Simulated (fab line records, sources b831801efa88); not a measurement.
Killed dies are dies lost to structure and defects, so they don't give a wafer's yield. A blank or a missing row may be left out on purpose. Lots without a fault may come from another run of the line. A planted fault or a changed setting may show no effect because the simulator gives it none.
fab line records | flow sky130
record lots=5 wafers=23
route steps=708 shown VT_ADJUST_LVTN@117 VT_ADJUST_NCORE@125 VT_ADJUST_HVTR@133 VT_ADJUST_PCH@151 SONOS_TUNNEL@163 SONOS_ONO@170 GATE_OXIDE@192 RES_PROTECT@208 POLY_GATE@213
start_h: hours from the record's first day to the start of the lot's first wafer shown | wait_h: hours since the lot's step before | " the same as in the row above | L1.1+2: a row that stands for several wafers | - no value, or no start given | * or withheld: withheld | < > ~ a bound
route shown NAME@n: a module of which the file shows steps, and the number in the route of the first | usual: mean/standard deviation of fault-free wafers | same: alike in all rows | chamber/n: place in a boat | sites: the reading at each site | _std_site: their standard deviation | _edge_site: outer sites' mean less inner sites' | radius_mm: how far each site lies from the wafer's centre | mask NAME#n: copy n | behind: the tool/chamber that last shaped the wafer | hold: why the lot was held/for how many hours/how that ended | device: the transistor (n, p or np) that didn't switch | end of line: the same wafers' tests at the end of the route | a step without rows: its recipe alone | killed: dies lost to structure and defects at the first sort, not the wafer's yield | map: a wafer's dies, x killed, . not, _ none there
set.NAME: the setting as run; set.NAME@STEP: as run at that earlier step | model.NAME: the simulator's own value behind a step, which no gauge read
lots whose settings were changed on purpose; a table a step, a row a wafer
## steps
# step SKY_VT_ADJUST_LVTN_STRIP_20
# recipe chemistry=O2/N2 power_w=1400 pressure_mtorr=1500 platen_temp_c=withheld o2_flow_sccm=3000 n2_flow_sccm=300 overash_fraction=0.5
# usual strip_time_to_endpoint_s=14.19/0.04
# columns lot.wafer tool chamber start_h wait_h set.o2_flow_sccm strip_time_to_endpoint_s
L077.1 plasma_asher-03 0 180.63 0.1 3000 14.24
L077.2 " 1 " " 3294 14.19
L077.3 " 1 " " 3294 14.15
L077.4 " 0 " " 3000 14.21
L077.5 " 0 " " 3294 14.17
L079.1 plasma_asher-01 1 193.22 0.1 2713 14.23
L079.2 " 0 " " 3000 14.17
L079.3 " 1 " " 3000 14.16
L079.4 " 0 " " 2713 14.25
L079.5 " 0 " " 2713 14.24
L080.2 plasma_asher-01 0 196.96 0.1 2721 14.26
L080.3 " 0 " " 3000 14.18
L080.4 " 1 " " 2721 14.23
L080.5 " 0 " " 3000 14.19
L080.6 " 1 " " 3000 14.19
L083.1 plasma_asher-03 0 239.08 0.1 3000 14.14
L083.3 " 0 " " 3000 14.14
L083.4 " 1 " " 3000 14.18
L083.5 " 0 " " 3000 14.19
L083.6 " 1 " " 3000 14.16
L085.1 plasma_asher-01 0 257.18 0.1 3000 14.21
L085.2 " 1 " " 3000 14.18
L085.4 " 0 " " 3000 14.17
# step SKY_VT_ADJUST_NCORE_DEVELOP_06
# recipe resist=NOVOLAK developer=TMAH develop_time_s=60 dev_temp_c=23
# columns lot.wafer tool chamber start_h wait_h set.dev_temp_c
L077.1+5 litho_track-01 0 201.64 0.1 23
L077.2+3+4 " 0 " " 25.49
L079.1+5 litho_track-02 0 214.97 0.1 21.05
L079.2+3+4 " 0 " " 23
L080.2+5 litho_track-04 0 218.17 0.1 19.76
L080.3+4+6 " 0 " " 23
L083.1+3+4 litho_track-01 0 262.29 0.1 23
L083.5+6 " 0 " " 26.42
L085.1+2+4 litho_track-04 0 280.89 0.1 23
# step SKY_VT_ADJUST_NCORE_CD_MEAS_07
# recipe target_cd_nm=380
# usual cd_nm=379.5/2.9
# columns lot.wafer tool chamber start_h wait_h set.dev_temp_c@VT_ADJUST_NCORE_DEVELOP_06 cd_nm
L077.1 cd_sem-01 - 201.82 0.1 23 378.2
L077.2 " - " " 25.49 373.3
L077.3 " - " " 25.49 371.3
L077.4 " - " " 25.49 370.2
L077.5 " - " " 23 382.1
L079.1 cd_sem-01 - 215.21 0.2 21.05 382.3
L079.2 " - " " 23 377.2
L079.3 " - " " 23 377.5
L079.4 " - " " 23 378.4
L079.5 " - " " 21.05 384.1
L080.2 cd_sem-01 - 218.31 0.1 19.76 390.6
L080.3 " - " " 23 380.6
L080.4 " - " " 23 380.1
L080.5 " - " " 19.76 389.7
L080.6 " - " " 23 378.3
L083.1 cd_sem-01 - 262.44 0.1 23 380.1
L083.3 " - " " 23 380.0
L083.4 " - " " 23 378.5
L083.5 " - " " 26.42 368.6
L083.6 " - " " 26.42 367.8
L085.1 cd_sem-01 - 281.04 0.1 23 385.2
L085.2 " - " " 23 383.7
L085.4 " - " " 23 386.1
# step SKY_VT_ADJUST_HVTR_COAT_02
# recipe resist=NOVOLAK spin_rpm=3000 resist_thk_nm=1140
# columns lot.wafer tool chamber start_h wait_h set.spin_rpm model.NOVOLAK_of_VT_ADJUST_HVTR_COAT_02.thk_nm
L077.1 litho_track-04 0 213.29 0.1 3000 1140
L077.2 " 0 " " 3196 1104
L077.3 " 0 " " 3196 1102
L077.4 " 0 " " 3000 1133
L077.5 " 0 " " 3000 1137
L079.1 litho_track-04 0 226.24 0.1 3000 1142
L079.2 " 0 " " 3180 1109
L079.3 " 0 " " 3000 1143
L079.4 " 0 " " 3180 1111
L079.5 " 0 " " 3180 1107
L080.2 litho_track-03 0 229.80 0.1 3064 1130
L080.3 " 0 " " 3000 1143
L080.4 " 0 " " 3000 1144
L080.5 " 0 " " 3064 1135
L080.6 " 0 " " 3064 1129
L083.1 litho_track-03 0 274.33 0.1 3000 1145
L083.3 " 0 " " 3000 1144
L083.4 " 0 " " 3178 1110
L083.5 " 0 " " 3178 1114
L083.6 " 0 " " 3178 1112
L085.1+4 litho_track-02 0 293.62 0.1 3000 1138
L085.2 " 0 " " 3000 1136
# step SKY_VT_ADJUST_HVTR_SOFTBAKE_03
# recipe temp_c=90 time_s=60 resist=NOVOLAK
# step SKY_VT_ADJUST_HVTR_EXPOSE_04
# recipe mask_id=HVTRM target_cd_nm=380 na=0.6 source_shape=conventional sigma_outer=0.6 dose_mj=150
# step SKY_VT_ADJUST_HVTR_IMPLANT_09
# recipe species=B energy_kev=10 dose_cm2=2.1e+12 tilt_deg=withheld
# step SKY_VT_ADJUST_HVTR_STRIP_10
# recipe chemistry=O2/N2 power_w=1400 pressure_mtorr=1500 platen_temp_c=withheld o2_flow_sccm=3000 n2_flow_sccm=300 overash_fraction=0.5
# usual strip_time_to_endpoint_s=14.20/0.034
# columns lot.wafer tool chamber start_h wait_h set.spin_rpm@VT_ADJUST_HVTR_COAT_02 strip_time_to_endpoint_s
L077.1 plasma_asher-02 1 225.33 0.1 3000 14.18
L077.2 " 0 " " 3196 13.75
L077.3 " 1 " " 3196 13.74
L077.4 " 0 " " 3000 14.10
L077.5 " 0 " " 3000 14.15
L079.1 plasma_asher-04 0 238.78 0.1 3000 14.20
L079.2 " 1 " " 3180 13.82
L079.3 " 1 " " 3000 14.19
L079.4 " 0 " " 3180 13.84
L079.5 " 1 " " 3180 13.78
L080.2 plasma_asher-02 0 241.90 0.1 3064 14.07
L080.3 " 0 " " 3000 14.20
L080.4 " 1 " " 3000 14.21
L080.5 " 1 " " 3064 14.11
L080.6 " 0 " " 3064 14.05
L083.1 plasma_asher-02 1 287.28 0.1 3000 14.24
L083.3 " 0 " " 3000 14.23
L083.4 " 1 " " 3178 13.82
L083.5 " 0 " " 3178 13.86
L083.6 " 1 " " 3178 13.84
L085.1 plasma_asher-01 0 306.33 0.1 3000 14.16
L085.2 " 1 " " 3000 14.13
L085.4 " 1 " " 3000 14.16
# step SKY_VT_ADJUST_PCH_IMPLANT_08
# recipe species=B energy_kev=10 dose_cm2=5e+11 tilt_deg=withheld
# columns lot.wafer tool chamber start_h wait_h set.energy_kev model.implant.rp_nm model.implant.drp_nm
L077.1+2+5 implanter-03 0 248.11 0.0 10.35 35.64 17.53
L077.3+4 " 0 " " 10 34.46 17.11
L079.1+3+5 implanter-04 0 262.36 0.0 10 33.38 17.11
L079.2+4 " 0 " " 9.692 32.54 16.74
L080.2+6 implanter-01 0 264.94 0.0 10.16 32.48 17.3
L080.3+4+5 " 0 " " 10 31.97 17.11
L083.1+3+5 implanter-03 0 312.61 0.0 9.522 30.74 16.54
L083.4+6 " 0 " " 10 31.99 17.11
L085.1+2+4 implanter-04 0 332.26 0.0 10 33.62 17.11
# step SKY_SONOS_TUNNEL_IMPLANT_09
# recipe species=B energy_kev=20 dose_cm2=1e+12 tilt_deg=withheld
# columns lot.wafer tool chamber start_h wait_h set.dose_cm2
L077.1+2+3+4+5 implanter-02 0 271.90 0.0 1e+12
L079.1+4+5 implanter-04 0 286.90 0.0 1e+12
L079.2+3 " 0 " " 1.048e+12
L080.2+4+5 implanter-03 0 290.02 0.0 1.073e+12
L080.3+6 " 0 " " 1e+12
L083.1+4+6 implanter-04 0 340.05 0.0 1.031e+12
L083.3+5 " 0 " " 1e+12
L085.1+2+4 implanter-04 0 359.63 0.0 1e+12
# step SKY_SONOS_TUNNEL_WET_ETCH_10
# recipe chemistry=dHF target_depth_nm=14 target=SiO2 dilution=100:1 temp_c=25 time_s=280
# step SKY_SONOS_TUNNEL_STRIP_11
# recipe chemistry=SPM time_s=600 temp_c=130
# step SKY_SONOS_TUNNEL_TW_MEAS_12
# usual SONOS_TUNNEL_TW=196.1/1.6
# columns lot.wafer tool chamber start_h wait_h set.dose_cm2@SONOS_TUNNEL_IMPLANT_09 SONOS_TUNNEL_TW
L077.1 film_metro-02 - 272.32 0.0 1e+12 198.6
L077.2 " - " " 1e+12 198.3
L077.3 " - " " 1e+12 198.3
L077.4 " - " " 1e+12 199.4
L077.5 " - " " 1e+12 197.7
L079.1 film_metro-03 - 287.31 0.0 1e+12 193.5
L079.2 " - " " 1.048e+12 196.4
L079.3 " - " " 1.048e+12 197.6
L079.4 " - " " 1e+12 194.7
L079.5 " - " " 1e+12 193.9
L080.2 film_metro-02 - 290.42 0.0 1.073e+12 200.8
L080.3 " - " " 1e+12 197.2
L080.4 " - " " 1.073e+12 201.5
L080.5 " - " " 1.073e+12 200.6
L080.6 " - " " 1e+12 196.3
L083.1 film_metro-01 - 340.46 0.0 1.031e+12 198.7
L083.3 " - " " 1e+12 196.6
L083.4 " - " " 1.031e+12 198.4
L083.5 " - " " 1e+12 197.5
L083.6 " - " " 1.031e+12 198.7
L085.1 film_metro-01 - 360.05 0.0 1e+12 196.9
L085.2 " - " " 1e+12 197.0
L085.4 " - " " 1e+12 197.0
# step SKY_SONOS_ONO_CVD_02
# recipe material=Si3N4 precursor=DCS/NH3 target_thk_nm=10.5 temp_c=770 time_s=180 pressure_mtorr=250
# columns lot.wafer tool chamber start_h wait_h set.pressure_mtorr model.Si3N4_of_SONOS_ONO_CVD_02.thk_nm
L077.1 - - - 3.0 282.3 10.89
L077.2 " - " " 282.3 10.87
L077.3 " - " " 282.3 10.78
L077.4 " - " " 282.3 10.79
L077.5 " - " " 282.3 10.8
L079.1 - - - 2.0 266 10.59
L079.2 " - " " 266 10.73
L079.3+4 " - " " 266 10.68
L079.5 " - " " 266 10.75
L080.2 - - - 0.5 223.4 10.05
L080.3 " - " " 223.4 10.06
L080.4 " - " " 223.4 10.09
L080.5 " - " " 223.4 10.04
L080.6 " - " " 223.4 9.928
L083.1 - - - 2.9 250 10.25
L083.3 " - " " 250 10.28
L083.4 " - " " 250 10.36
L083.5 " - " " 250 10.17
L083.6 " - " " 250 10.35
L085.1 lpcvd-02 0 362.32 0.1 250 10.66
L085.2 " 0 " " 250 10.42
L085.4 " 0 " " 250 10.47
# step SKY_SONOS_ONO_EXPOSE_10
# recipe mask_id=ONOM target_cd_nm=410 na=0.6 source_shape=conventional sigma_outer=0.6 dose_mj=150
# columns lot.wafer tool chamber start_h wait_h mask set.dose_mj
L077.1+3 iline_stepper-02 0 - - ONOM#0 150
L077.2+4+5 " 0 " " ONOM#0 146.3
L079.1+2+4 iline_stepper-02 0 - - ONOM#0 155.2
L079.3+5 " 0 " " ONOM#0 150
L080.2+3+6 iline_stepper-02 0 - - ONOM#0 150
L080.4+5 " 0 " " ONOM#0 157.1
L083.1+3+4+5+6 iline_stepper-01 0 - - ONOM#0 150
L085.1+2+4 iline_stepper-01 0 - - ONOM#0 150
# step SKY_SONOS_ONO_PEB_11
# recipe temp_c=withheld time_s=* resist=NOVOLAK
# step SKY_SONOS_ONO_DEVELOP_12
# recipe develop_time_s=60 dev_temp_c=23
# step SKY_SONOS_ONO_CD_MEAS_13
# recipe target_cd_nm=410
# usual cd_nm=410.2/1.6
# columns lot.wafer tool chamber start_h wait_h set.dose_mj@SONOS_ONO_EXPOSE_10 cd_nm
L077.1 cd_sem-01 - 304.37 0.1 150 408.3
L077.2 " - " " 146.3 418.2
L077.3 " - " " 150 409.6
L077.4 " - " " 146.3 417.5
L077.5 " - " " 146.3 418.6
L079.1 cd_sem-02 - 320.79 0.1 155.2 399.2
L079.2 " - " " 155.2 401.1
L079.3 " - " " 150 410.5
L079.4 " - " " 155.2 399.0
L079.5 " - " " 150 410.1
L080.2 cd_sem-01 - 323.89 0.1 150 411.9
L080.3 " - " " 150 415.3
L080.4 " - " " 157.1 400.2
L080.5 " - " " 157.1 399.2
L080.6 " - " " 150 414.6
L083.1 cd_sem-01 - 375.79 0.1 150 409.2
L083.3 " - " " 150 411.3
L083.4 " - " " 150 407.8
L083.5 " - " " 150 410.7
L083.6 " - " " 150 409.5
L085.1 cd_sem-01 - 393.12 0.1 150 413.3
L085.2 " - " " 150 411.2
L085.4 " - " " 150 411.0
# step SKY_SONOS_ONO_ETCH_15
# recipe target_depth_nm=19.52 chemistry=CHF3/O2 source_w=600 bias_w=200 pressure_mtorr=40 chf3_flow_sccm=50 O2_flow_sccm=5 time_s=7.8
# columns lot.wafer tool chamber start_h wait_h set.source_w set.dose_mj@SONOS_ONO_EXPOSE_10 model.SONOS_ONO.cd_nm
L077.1 rie_diel-01 2 304.53 0.0 536.4 150 408.3
L077.2 " 1 " " 536.4 146.3 418.7
L077.3 " 0 " " 600 150 409.4
L077.4 " 3 " " 536.4 146.3 417.7
L077.5 " 3 " " 600 146.3 418.6
L079.1 rie_diel-01 1 320.95 0.0 600 155.2 399.5
L079.2 " 0 " " 528.2 155.2 400.7
L079.3 " 3 " " 600 150 410.5
L079.4 " 2 " " 528.2 155.2 399.1
L079.5 " 1 " " 528.2 150 410.3
L080.2 rie_diel-01 0 324.03 0.0 600 150 411.7
L080.3 " 3 " " 600 150 415
L080.4 " 1 " " 600 157.1 400.4
L080.5 " 0 " " 600 157.1 398.8
L080.6 " 3 " " 600 150 414.5
L083.1 rie_diel-02 2 375.95 0.0 600 150 409.6
L083.3 " 1 " " 600 150 410.9
L083.4 " 0 " " 600 150 407.6
L083.5 " 0 " " 600 150 410.6
L083.6 " 3 " " 600 150 409.9
L085.1 rie_diel-04 0 393.28 0.0 600 150 413.7
L085.2 " 3 " " 600 150 411.1
L085.4 " 2 " " 600 150 411
# step SKY_GATE_OXIDE_COAT_05
# recipe resist=NOVOLAK spin_rpm=3000 resist_thk_nm=1140
# columns lot.wafer tool chamber start_h wait_h set.resist_thk_nm model.NOVOLAK_of_GATE_OXIDE_COAT_05.thk_nm
L077.1 litho_track-02 0 319.47 0.1 1140 1145
L077.2 " 0 " " 1109 1111
L077.3+4 " 0 " " 1140 1141
L077.5 " 0 " " 1109 1109
L079.1 litho_track-03 0 336.13 0.1 1140 1133
L079.2+3+4 " 0 " " 1194 1190
L079.5 " 0 " " 1140 1130
L080.2 litho_track-03 0 339.80 0.1 1140 1140
L080.3+5 " 0 " " 1140 1138
L080.4 " 0 " " 1140 1142
L080.6 " 0 " " 1140 1144
L083.1 litho_track-03 0 392.43 0.1 1084 1085
L083.3+6 " 0 " " 1084 1086
L083.4 " 0 " " 1140 1143
L083.5 " 0 " " 1140 1140
L085.1+2 litho_track-03 0 409.48 0.1 1140 1143
L085.4 " 0 " " 1140 1144
# step SKY_GATE_OXIDE_IMPLANT_11
# recipe species=B energy_kev=10 dose_cm2=2.6e+12 tilt_deg=withheld
# columns lot.wafer tool chamber start_h wait_h set.energy_kev model.implant.rp_nm model.implant.drp_nm
L077.1+2+3 implanter-03 0 333.16 0.0 10.47 35.69 17.67
L077.4+5 " 0 " " 10 34.11 17.11
L079.1+2+3+4+5 implanter-01 0 350.13 0.0 10 32.67 17.11
L080.2+3 implanter-02 0 353.95 0.0 9.749 33.1 16.81
L080.4+5+6 " 0 " " 10 33.79 17.11
L083.1+5 implanter-03 0 407.31 0.0 10 33.97 17.11
L083.3+4+6 " 0 " " 10.18 34.57 17.33
L085.1+2+4 implanter-01 0 424.13 0.0 10 32.4 17.11
# step SKY_GATE_OXIDE_WET_ETCH_12
# recipe chemistry=dHF target_depth_nm=16.8 dry=n2_spin target=SiO2 dilution=100:1 temp_c=25 time_s=336
# step SKY_GATE_OXIDE_STRIP_13
# recipe chemistry=O2/N2 power_w=1400 pressure_mtorr=1500 platen_temp_c=withheld o2_flow_sccm=3000 n2_flow_sccm=300 overash_fraction=0.5
# usual strip_time_to_endpoint_s=14.17/0.04
# columns lot.wafer tool chamber start_h wait_h set.resist_thk_nm@GATE_OXIDE_COAT_05 strip_time_to_endpoint_s
L077.1 plasma_asher-03 0 333.42 0.0 1140 14.24
L077.2 " 1 " " 1109 13.83
L077.3 " 1 " " 1140 14.20
L077.4 " 0 " " 1140 14.20
L077.5 " 1 " " 1109 13.81
L079.1 plasma_asher-02 1 350.38 0.0 1140 14.09
L079.2 " 0 " " 1194 14.73
L079.3 " 0 " " 1194 14.73
L079.4 " 1 " " 1194 14.73
L079.5 " 0 " " 1140 14.08
L080.2 plasma_asher-03 1 354.19 0.0 1140 14.17
L080.3 " 1 " " 1140 14.15
L080.4 " 0 " " 1140 14.20
L080.5 " 0 " " 1140 14.17
L080.6 " 1 " " 1140 14.24
L083.1 plasma_asher-02 0 407.67 0.0 1084 13.53
L083.3 " 1 " " 1084 13.52
L083.4 " 0 " " 1140 14.19
L083.5 " 0 " " 1140 14.17
L083.6 " 1 " " 1084 13.54
L085.1 plasma_asher-02 1 424.38 0.0 1140 14.22
L085.2 " 0 " " 1140 14.22
L085.4 " 1 " " 1140 14.24
# step SKY_RES_PROTECT_COAT_02
# recipe resist=NOVOLAK spin_rpm=3000 resist_thk_nm=1140
# columns lot.wafer tool chamber start_h wait_h set.resist_thk_nm model.NOVOLAK_of_RES_PROTECT_COAT_02.thk_nm
L077.1+2+3 litho_track-01 0 350.14 0.1 1140 1144
L077.4 " 0 " " 1140 1146
L077.5 " 0 " " 1140 1145
L079.1 litho_track-01 0 369.19 0.1 1140 1143
L079.2 " 0 " " 1140 1144
L079.3 " 0 " " 1140 1147
L079.4+5 " 0 " " 1140 1146
L080.2 litho_track-02 0 372.25 0.1 1158 1156
L080.3 " 0 " " 1140 1138
L080.4 " 0 " " 1140 1145
L080.5 " 0 " " 1158 1159
L080.6 " 0 " " 1140 1139
L083.1+3 litho_track-02 0 425.17 0.1 1186 1188
L083.4+5 " 0 " " 1140 1141
L083.6 " 0 " " 1140 1138
L085.1 litho_track-01 0 442.49 0.1 1140 1137
L085.2 " 0 " " 1140 1143
L085.4 " 0 " " 1140 1141
# step SKY_RES_PROTECT_SOFTBAKE_03
# recipe temp_c=90 time_s=60 resist=NOVOLAK
# step SKY_RES_PROTECT_EXPOSE_04
# recipe mask_id=RPM na=0.6 source_shape=conventional sigma_outer=0.6 polarization=unpolarized target_cd_nm=1270 dose_mj=131
# step SKY_RES_PROTECT_DEVELOP_06
# recipe resist=NOVOLAK developer=TMAH develop_time_s=60 dev_temp_c=23
# step SKY_POLY_GATE_IMPLANT_02
# recipe species=P energy_kev=30 dose_cm2=7.534e+15 tilt_deg=0
# step SKY_RES_PROTECT_STRIP_07
# recipe chemistry=O2/N2 power_w=1400 pressure_mtorr=1500 platen_temp_c=withheld o2_flow_sccm=3000 n2_flow_sccm=300 overash_fraction=0.5
# usual strip_time_to_endpoint_s=23.20/0.044
# columns lot.wafer tool chamber start_h wait_h set.resist_thk_nm@RES_PROTECT_COAT_02 strip_time_to_endpoint_s
L077.1 plasma_asher-04 1 364.27 0.1 1140 23.24
L077.2 " 0 " " 1140 23.24
L077.3 " 0 " " 1140 23.25
L077.4 " 1 " " 1140 23.29
L077.5 " 1 " " 1140 23.23
L079.1 plasma_asher-02 0 383.59 0.1 1140 23.24
L079.2 " 1 " " 1140 23.22
L079.3 " 0 " " 1140 23.26
L079.4 " 1 " " 1140 23.26
L079.5 " 1 " " 1140 23.24
L080.2 plasma_asher-01 1 386.74 0.1 1158 23.35
L080.3 " 0 " " 1140 23.18
L080.4 " 1 " " 1140 23.25
L080.5 " 0 " " 1158 23.39
L080.6 " 1 " " 1140 23.19
L083.1 plasma_asher-04 1 441.38 0.1 1186 23.69
L083.3 " 1 " " 1186 23.69
L083.4 " 0 " " 1140 23.18
L083.5 " 0 " " 1140 23.15
L083.6 " 1 " " 1140 23.17
L085.1 plasma_asher-04 0 457.72 0.1 1140 23.22
L085.2 " 1 " " 1140 23.26
L085.4 " 0 " " 1140 23.22
# step SKY_POLY_GATE_CVD_03
# recipe material=Si3N4 precursor=DCS/NH3 target_thk_nm=75 temp_c=770 time_s=1290 pressure_mtorr=250
# columns lot.wafer tool chamber start_h wait_h set.pressure_mtorr model.Si3N4_of_POLY_GATE_CVD_03.thk_nm
L077.1 - - - 3.4 250 75.01
L077.2 " - " " 250 74.45
L077.3 " - " " 250 75.11
L077.4 " - " " 250 75.1
L077.5 " - " " 250 74.39
L079.1 - - - 3.0 250 75.5
L079.2 " - " " 250 75.21
L079.3 " - " " 250 75.32
L079.4 " - " " 250 76.21
L079.5 " - " " 250 75.43
L080.2 - - - 1.8 280.8 77.19
L080.3 " - " " 280.8 76.9
L080.4 " - " " 280.8 77.66
L080.5 " - " " 280.8 77.8
L080.6 " - " " 280.8 77.88
L083.1 - - - 0.0 239 73.39
L083.3 " - " " 239 74.08
L083.4 " - " " 239 73.04
L083.5 " - " " 239 73.41
L083.6 " - " " 239 73.3
L085.1 lpcvd-02 1 458.03 0.0 250 75.09
L085.2 " 1 " " 250 74.5
L085.4 " 1 " " 250 75.19
## key
split step=SKY_VT_ADJUST_LVTN_STRIP_20 setting=o2_flow_sccm stated=3000 by=wafer
response step=SKY_VT_ADJUST_LVTN_STRIP_20 reading=strip_time_to_endpoint_s change=* per=1% r=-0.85
split step=SKY_VT_ADJUST_NCORE_DEVELOP_06 setting=dev_temp_c stated=23 by=wafer
response step=SKY_VT_ADJUST_NCORE_CD_MEAS_07 reading=cd_nm change=-0.748 per=1% r=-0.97
split step=SKY_VT_ADJUST_HVTR_COAT_02 setting=spin_rpm stated=3000 by=wafer
response step=SKY_VT_ADJUST_HVTR_COAT_02 reading=model.NOVOLAK_of_VT_ADJUST_HVTR_COAT_02.thk_nm change=-5.39 per=1% r=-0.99
response step=SKY_VT_ADJUST_HVTR_STRIP_10 reading=strip_time_to_endpoint_s change=* per=1% r=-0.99
split step=SKY_VT_ADJUST_PCH_IMPLANT_08 setting=energy_kev stated=10 by=wafer
response step=SKY_VT_ADJUST_PCH_IMPLANT_08 reading=model.implant.rp_nm change=+0.287 per=1% r=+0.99
response step=SKY_VT_ADJUST_PCH_IMPLANT_08 reading=model.implant.drp_nm change=+0.12 per=1% r=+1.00
split step=SKY_SONOS_TUNNEL_IMPLANT_09 setting=dose_cm2 stated=1e+12 by=wafer
response step=SKY_SONOS_TUNNEL_TW_MEAS_12 reading=SONOS_TUNNEL_TW change=+0.579 per=1% r=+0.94
split step=SKY_SONOS_ONO_CVD_02 setting=pressure_mtorr stated=250 by=lot
response step=SKY_SONOS_ONO_CVD_02 reading=model.Si3N4_of_SONOS_ONO_CVD_02.thk_nm change=+0.0351 per=1% r=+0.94
split step=SKY_SONOS_ONO_EXPOSE_10 setting=dose_mj stated=150 by=wafer
response step=SKY_SONOS_ONO_CD_MEAS_13 reading=cd_nm change=-3.12 per=1% r=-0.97
response step=SKY_SONOS_ONO_ETCH_15 reading=model.SONOS_ONO.cd_nm change=-3.14 per=1% r=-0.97
split step=SKY_SONOS_ONO_ETCH_15 setting=source_w stated=600 by=wafer
response none in this file
split step=SKY_GATE_OXIDE_COAT_05 setting=resist_thk_nm stated=1140 by=wafer
response step=SKY_GATE_OXIDE_COAT_05 reading=model.NOVOLAK_of_GATE_OXIDE_COAT_05.thk_nm change=+11.8 per=1% r=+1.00
response step=SKY_GATE_OXIDE_STRIP_13 reading=strip_time_to_endpoint_s change=* per=1% r=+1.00
split step=SKY_GATE_OXIDE_IMPLANT_11 setting=energy_kev stated=10 by=wafer
response step=SKY_GATE_OXIDE_IMPLANT_11 reading=model.implant.rp_nm change=+0.324 per=1% r=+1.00
response step=SKY_GATE_OXIDE_IMPLANT_11 reading=model.implant.drp_nm change=+0.119 per=1% r=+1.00
split step=SKY_RES_PROTECT_COAT_02 setting=resist_thk_nm stated=1140 by=wafer
response step=SKY_RES_PROTECT_COAT_02 reading=model.NOVOLAK_of_RES_PROTECT_COAT_02.thk_nm change=+11.8 per=1% r=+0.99
response step=SKY_RES_PROTECT_STRIP_07 reading=strip_time_to_endpoint_s change=* per=1% r=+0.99
split step=SKY_POLY_GATE_CVD_03 setting=pressure_mtorr stated=250 by=lot
response step=SKY_POLY_GATE_CVD_03 reading=model.Si3N4_of_POLY_GATE_CVD_03.thk_nm change=+0.225 per=1% r=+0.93
